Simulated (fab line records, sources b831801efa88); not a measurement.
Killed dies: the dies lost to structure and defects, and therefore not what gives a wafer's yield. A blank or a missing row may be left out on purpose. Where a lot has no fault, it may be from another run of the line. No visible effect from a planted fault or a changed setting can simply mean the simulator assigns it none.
A struck lot beside a sound one | flow sky130 | 35 out of 708 route steps
Sound: these wafers, L183.3, L183.4, L183.5. Struck: wafers L164.1, L164.2, L164.5. Last of all comes the cause.
Each step with rows lists, per side, the tool, then ch with its chambers, then its first start. Under that, the readings that differ: sound wafers | struck wafers | difference of the means | sigmas: that difference in standard deviations of wafers without a fault.
alike: readings with means less than 2 such deviations apart, plus words and numbers identical on both sides. not compared: withheld readings, readings lacking a value on some wafer, bounds such as >300 that could conceal the same value, and numbers that have no deviation in the record and whose values overlap.
Wherever a step has rows on one side only, a row that says differs or no value, or a row with sigmas, the two part there. Numbers that don't overlap but have no deviation are shown without sigmas and don't part them. Lack of a reading on every wafer of one side parts them only where that side has two or more wafers.

first, 10 steps without rows for these wafers: SKY_LDD_LDN_SOFTBAKE_03 (time 60 s); SKY_LDD_LDN_EXPOSE_04 (exposes mask LDNTM, target cd 700 nm); SKY_LDD_LDN_PEB_05; SKY_LDD_LDN_DEVELOP_06 (develop time 60 s); SKY_LDD_LDN_IMPLANT_08; SKY_LDD_LDN_IMPLANT_09; SKY_LDD_LDN_IMPLANT_10; SKY_LDD_LDN_IMPLANT_11; SKY_LDD_LDN_STRIP_12 (strips in O2/N2); SKY_LDD_LDN_CLEAN_14 (cleans in SC1/SC2, time 150 s).
SKY_SPACER_CVD_00: deposits Si3N4 from DCS/NH3, target thk 43.1 nm, time 740 s.
  sound on lpcvd-02 ch 0, day 30 23:23; struck on lpcvd-02 ch 0, day 24 14:54
  alike: spike-tc-bottom-C
then, 23 steps without rows for these wafers: SKY_SPACER_ETCHBACK_02 (etches Si3N4 in CH3F/O2, stops on SiO2, time 46.7 s, target depth 45 nm); SKY_POLY_CUT_DEHYDRATE_00 (time 60 s); SKY_POLY_CUT_HMDS_01 (prime time 60 s); SKY_POLY_CUT_COAT_02 (resist thk 60 nm); SKY_POLY_CUT_COAT_03 (resist thk 450 nm); SKY_POLY_CUT_SOFTBAKE_04 (time 90 s); SKY_POLY_CUT_EXPOSE_05 (exposes mask NPCM, target cd 270 nm); SKY_POLY_CUT_PEB_06; SKY_POLY_CUT_DEVELOP_07 (develop time 60 s); SKY_POLY_CUT_ETCH_10 (etches BARC in N2/H2, stops on SiO2, time 45.9 s, target depth 60 nm); SKY_POLY_CUT_ETCH_11 (etches Si3N4 in CF4/CH2F2/Ar, stops on poly-Si, time 42.5 s, target depth 60 nm); SKY_POLY_CUT_STRIP_12 (strips in O2/N2); SKY_SD_P_DEHYDRATE_00 (time 60 s); SKY_SD_P_HMDS_01 (prime time 60 s); SKY_SD_P_COAT_02 (resist thk 1140 nm); SKY_SD_P_SOFTBAKE_03 (time 60 s); SKY_SD_P_EXPOSE_04 (exposes mask PSDM, target cd 380 nm); SKY_SD_P_PEB_05; SKY_SD_P_DEVELOP_06 (develop time 60 s); SKY_SD_P_IMPLANT_09; SKY_SD_P_STRIP_10 (strips in O2/N2); SKY_RES_XHIGH_DEHYDRATE_00 (time 60 s); SKY_RES_XHIGH_HMDS_01 (prime time 60 s).
-- here the record skips 22 days between the struck wafers' starts before and after, leaving off in module RES_XHIGH and picking up in module PAD_OPEN (first step shown: number 708 of the route) --
SKY_PAD_OPEN_PROBE_99:
  record: rows for the struck wafers here (prober-01, day 46 19:26), none for the sound ones

## WHERE THEY PART
Within this record, at SKY_PAD_OPEN_PROBE_99 only.

WHY: what had been put in by the simulator
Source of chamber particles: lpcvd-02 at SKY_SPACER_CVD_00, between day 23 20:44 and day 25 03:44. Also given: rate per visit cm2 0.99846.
